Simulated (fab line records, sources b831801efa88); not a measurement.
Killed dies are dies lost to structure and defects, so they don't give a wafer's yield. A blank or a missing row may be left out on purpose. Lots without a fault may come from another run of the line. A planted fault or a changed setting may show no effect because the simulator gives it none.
A struck lot beside a sound one | flow sky130 | 26 steps out of a route of 708
Sound: wafers L612.2, L612.4, L612.5. Struck: wafers L617.3, L617.5. (L617.2 of the same lot was not struck and is left out.) The cause comes at the end.
At each step with rows: each side's tool, then ch and its chambers, then its first start. Under that, the readings that differ: sound wafers | struck wafers | difference of the means | sigmas: that difference in standard deviations of wafers without a fault.
alike: readings whose means differ by less than 2 such deviations, and words and numbers that are the same on both sides. not compared: withheld readings, readings that some wafer has no value for, bounds like >300 that may hide the same value, and numbers for which the record gives no deviation and whose values overlap.
The two part at a step that has a row with sigmas, a row that says differs or no value, or rows on one side only. Numbers that don't overlap but have no deviation are shown without sigmas and don't part them. A reading that every wafer of one side lacks parts them only if that side has two wafers or more.

SKY_LI_CONTACT_CVD_21: deposits W, target thk 400 nm, time 120.56 s.
  sound on cvd_w-02 ch 0,1, day 33 04:22; struck on cvd_w-01 ch 0,1, day 35 02:44
  alike: chamber_pressure_Torr, heater_power_w
SKY_LI_CONTACT_RS_MEAS_22: measures by four-point-probe.
  sound on film_metro-01, day 33 04:31; struck on film_metro-02, day 35 02:53
  alike: LI_CONTACT_W_RS
SKY_LI_CONTACT_THK_MEAS_23: measures by xrf.
  sound on film_metro-01, day 33 04:37; struck on film_metro-02, day 35 02:59
  alike: LI_CONTACT_W_THK
SKY_LI_CONTACT_CMP_24: polishes, stops on PSG, t overpolish 20 s, target thk 0 nm.
  sound on cmp-02 ch 1,2,3, day 33 04:40; struck on cmp-01 ch 1,3, day 35 03:08
  alike: motor_current_A, overpolish_run_s, time_to_endpoint_s
SKY_LOCAL_INTERCONNECT_SPUTTER_00: material TiN, target thk 100 nm, time 83.3 s.
  sound on pvd_sputter-04, day 33 04:58; struck on pvd_sputter-04, day 35 03:20
  alike: throttle_valve_pct
SKY_LOCAL_INTERCONNECT_RS_MEAS_01: measures by four-point-probe.
  sound on film_metro-01, day 33 05:04; struck on film_metro-04, day 35 03:26
  alike: LOCAL_INTERCONNECT_TIN_RS
SKY_LOCAL_INTERCONNECT_THK_MEAS_02: measures by xrf.
  sound on film_metro-01, day 33 05:10; struck on film_metro-04, day 35 03:33
  alike: LOCAL_INTERCONNECT_TIN_THK
then, 5 steps without rows for these wafers: SKY_LOCAL_INTERCONNECT_DEHYDRATE_03 (time 60 s); SKY_LOCAL_INTERCONNECT_HMDS_04 (prime time 60 s); SKY_LOCAL_INTERCONNECT_COAT_05 (resist thk 60 nm); SKY_LOCAL_INTERCONNECT_COAT_06 (resist thk 450 nm); SKY_LOCAL_INTERCONNECT_SOFTBAKE_07 (time 90 s).
SKY_LOCAL_INTERCONNECT_EXPOSE_08: exposes mask LI1M, target cd 170 nm.
  sound on krf_scanner-01 ch 0, day 33 19:52; struck on krf_scanner-01 ch 0, day 35 15:58
  alike: mask, exposure_dose_mJ_cm2
then, 2 steps without rows for these wafers: SKY_LOCAL_INTERCONNECT_PEB_09; SKY_LOCAL_INTERCONNECT_DEVELOP_10 (develop time 60 s).
SKY_LOCAL_INTERCONNECT_CD_MEAS_11: target cd 170 nm.
  sound on cd_sem-02, day 34 07:38; struck on cd_sem-02, day 36 05:44
  reading    | sound             | struck    | difference | sigmas
  cd_nm (nm) | 169.7 171.1 171.2 | 57.9 59.3 | -112.1     | -66
SKY_LOCAL_INTERCONNECT_OVL_MEAS_12:
  sound on overlay-01, day 34 07:44; struck on overlay-02, day 36 05:50
  alike: LOCAL_INTERCONNECT_OVL
SKY_LOCAL_INTERCONNECT_ETCH_13: etches BARC in N2/H2, stops on SiO2, time 45.9 s, target depth 60 nm.
  sound on rie_metal-01 ch 0, day 34 07:46; struck on rie_metal-02 ch 0,1, day 36 05:52
  reading                             | sound         | struck      | difference | sigmas
  model.LOCAL_INTERCONNECT.cd_nm (nm) | 170.3 171 171 | 58.81 59.87 | -111.43    |
  alike: drypump_motor_current_A, n2_flow_sccm, oes_product_au, throttle_valve_pct
  not compared: rf_hours_counter_h
SKY_LOCAL_INTERCONNECT_METAL_ETCH_14: etches TiN in Cl2/BCl3, stops on PSG, target depth 110 nm, time 31.4 s.
  sound on rie_metal-01 ch 0, day 34 07:50; struck on rie_metal-02 ch 0,1, day 36 05:56
  reading                             | sound             | struck      | difference | sigmas
  model.LOCAL_INTERCONNECT.cd_nm (nm) | 170.2 171.1 170.9 | 58.78 59.94 | -111.37    |
  alike: drypump_motor_current_A, oes_product_au, throttle_valve_pct
  not compared: rf_hours_counter_h
SKY_LOCAL_INTERCONNECT_STRIP_15: strips in O2/N2.
  sound on plasma_asher-01 ch 0,1, day 34 07:53; struck on plasma_asher-04 ch 0, day 36 05:59
  alike: drypump_motor_current_A, n2_flow_sccm, oes_product_au, strip_time_to_endpoint_s
  not compared: rf_hours_counter_h
then, 3 steps without rows for these wafers: SKY_LOCAL_INTERCONNECT_STRIP_16 (strips in post etch residue remover, time 1200 s); SKY_LOCAL_INTERCONNECT_CLEAN_17 (cleans in IPA, time 180 s); SKY_LOCAL_INTERCONNECT_CLEAN_18 (cleans in O3/DIW).
SKY_CONTACT_CVD_00: deposits Si3N4, target thk 75 nm.
  the record has rows for the sound wafers here (pecvd-02 ch 0,1, day 34 08:29) and none for the struck ones
SKY_CONTACT_THK_MEAS_01:
  the record has rows for the sound wafers here (film_metro-01, day 34 08:31) and none for the struck ones
-- the record jumps here: 14 days lie between the struck wafers' starts before and after (it left off in module CONTACT and takes up again in module PAD_OPEN, whose first step shown is number 708 of the route) --
SKY_PAD_OPEN_PROBE_99:
  sound on prober-02, day 48 17:34; struck on prober-01, day 50 01:16
  reading                       | sound             | struck      | difference | sigmas
  model.etest.mcon_chain.rc_ohm | 16.65 17.24 17.12 | 28.37 29.34 | +11.85     |
  model.etest.ring_5v.no_ring   | 0 0 0             | 1 1         | +1         |
  model.etest.res_li.open       | 0 0 0             | 1 1         | +1         |
  model.etest.ring_1v8.no_ring  | 0 0 0             | 1 1         | +1         |

WHERE THEY PART
First at SKY_LOCAL_INTERCONNECT_CD_MEAS_11; last, within this record, at SKY_CONTACT_THK_MEAS_01.

WHY: what the simulator had put in
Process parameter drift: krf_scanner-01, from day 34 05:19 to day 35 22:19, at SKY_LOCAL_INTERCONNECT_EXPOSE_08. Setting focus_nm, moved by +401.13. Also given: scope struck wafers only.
